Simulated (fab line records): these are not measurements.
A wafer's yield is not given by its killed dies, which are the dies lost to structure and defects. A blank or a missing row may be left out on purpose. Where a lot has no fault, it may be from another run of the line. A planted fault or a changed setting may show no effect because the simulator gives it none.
A struck lot beside a sound one :: flow sfq-line :: 14 steps out of a route of 325
Sound: the wafers L194.2, L194.3, L194.4. Wafers struck: L184.1, L184.3, L184.4. At the end, the cause is stated.
Order at every step that has rows: each side's tool, ch and its chambers, its first start. Under that, the readings that differ: sound wafers :: struck wafers :: difference of the means :: sigmas: that difference in standard deviations of wafers without a fault.
alike: a reading whose means differ by less than 2 such deviations, as well as words and numbers matching on both sides. not compared: withheld readings; readings where some wafer has no value; bounds like >300 that might hide an equal value; numbers whose values overlap and for which the record gives no deviation.
Wherever a step has rows on one side only, a row that says differs or no value, or a row with sigmas, the two part there. Numbers that don't overlap but have no deviation are shown without sigmas and don't part them. Lack of a reading on every wafer of one side parts them only where that side has two or more wafers.

SFQ_M3_OVL_MEAS_921:
  sound on overlay-02 at day 50 21:02; struck on overlay-02 at day 40 06:34
  alike: M3_OVL
SFQ_TRILAYER_M3_BARC_OPEN_METAL_ETCH_100: etches BARC in O2, target depth 125 nm, time 41.7 s.
  sound on rie-metal-04 ch 0,1, day 50 21:04; struck on rie-metal-02 ch 0,1, day 40 06:35
  alike: drypump-motor-current-A, oes-product-au
  not compared: rf-hours-counter-h
then, 1 step without rows for these wafers: SFQ_TRILAYER_M3_ETCH_METAL_ETCH_078 (etches Nb in Cl2/Ar, stops on SiO2, target depth 240 nm, time 120 s).
SFQ_TRILAYER_M3_STRIP_STRIP_079: strips in O2.
  sound on rie-metal-04 ch 0,1, day 50 21:15; struck on rie-metal-02 ch 0,1, day 40 06:47
  alike: drypump-motor-current-A, oes-product-au
  not compared: rf-hours-counter-h
then, 1 step without rows for these wafers: SFQ_TRILAYER_M3_STRIP_SOLV_CLEAN_080 (cleans in NMP, time 600 s).
SFQ_TRILAYER_I3_DEP_PECVD_081: deposits SiO2 from SiH4/N2O, time 111.11 s, target thk 500 nm.
  sound on pecvd-02 ch 0,1,2, day 50 22:02; struck on pecvd-01 ch 0,2, day 40 07:33
  alike: heater-power-w, throttle-valve-pct
SFQ_TRILAYER_I3_CMP_CMP_082: polishes SiO2.
  sound on cmp-02 ch 0,1,3, day 51 00:07; struck on cmp-02 ch 0,1,3, day 41 03:35
  alike: motor-current-A, retaining-ring-pressure-frac, time-to-endpoint-s
SFQ_I3_BOW_MEAS_922:
  sound on film-metro-04 at day 51 03:08; struck on film-metro-01 at day 41 06:35
  alike: I3_BOW
SFQ_TRILAYER_I3_METRO_MEASURE_083:
  sound on film-metro-04 at day 51 03:26; struck on film-metro-01 at day 41 06:43
  alike: thk-nm
then, 3 steps without rows for these wafers: SFQ_TRILAYER_I3_VIA_LITHO_COAT_090 (resist thk 62 nm); SFQ_TRILAYER_I3_VIA_LITHO_COAT_085 (resist thk 650 nm); SFQ_TRILAYER_I3_VIA_LITHO_SOFTBAKE_089.
-- the record jumps here: 6 days lie between the struck wafers' starts before and after --
SFQ_TRILAYER_I3_VIA_LITHO_EXPOSE_086: exposes mask I3, target cd 500 nm.
  sound on krf-scanner-02 ch 0, day 51 05:23; struck on krf-scanner-02, day 46 19:32
  no value came back on the struck wafers for exposure-dose-mJ-cm2, focus-offset-nm (nm); on the sound wafers exposure-dose-mJ-cm2 reads 21.301 21.312 21.284
  alike: mask
then, 1 step without rows for these wafers: SFQ_TRILAYER_I3_VIA_LITHO_PEB_088 (peb time 60 s).

## WHERE THEY PART
At SFQ_TRILAYER_I3_VIA_LITHO_EXPOSE_086 and nowhere else, as far as this record goes.

WHY: the cause the simulator had injected
Step skipped in full: krf-scanner-02, at SFQ_TRILAYER_I3_VIA_LITHO_EXPOSE_086, from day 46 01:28 onward. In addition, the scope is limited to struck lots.
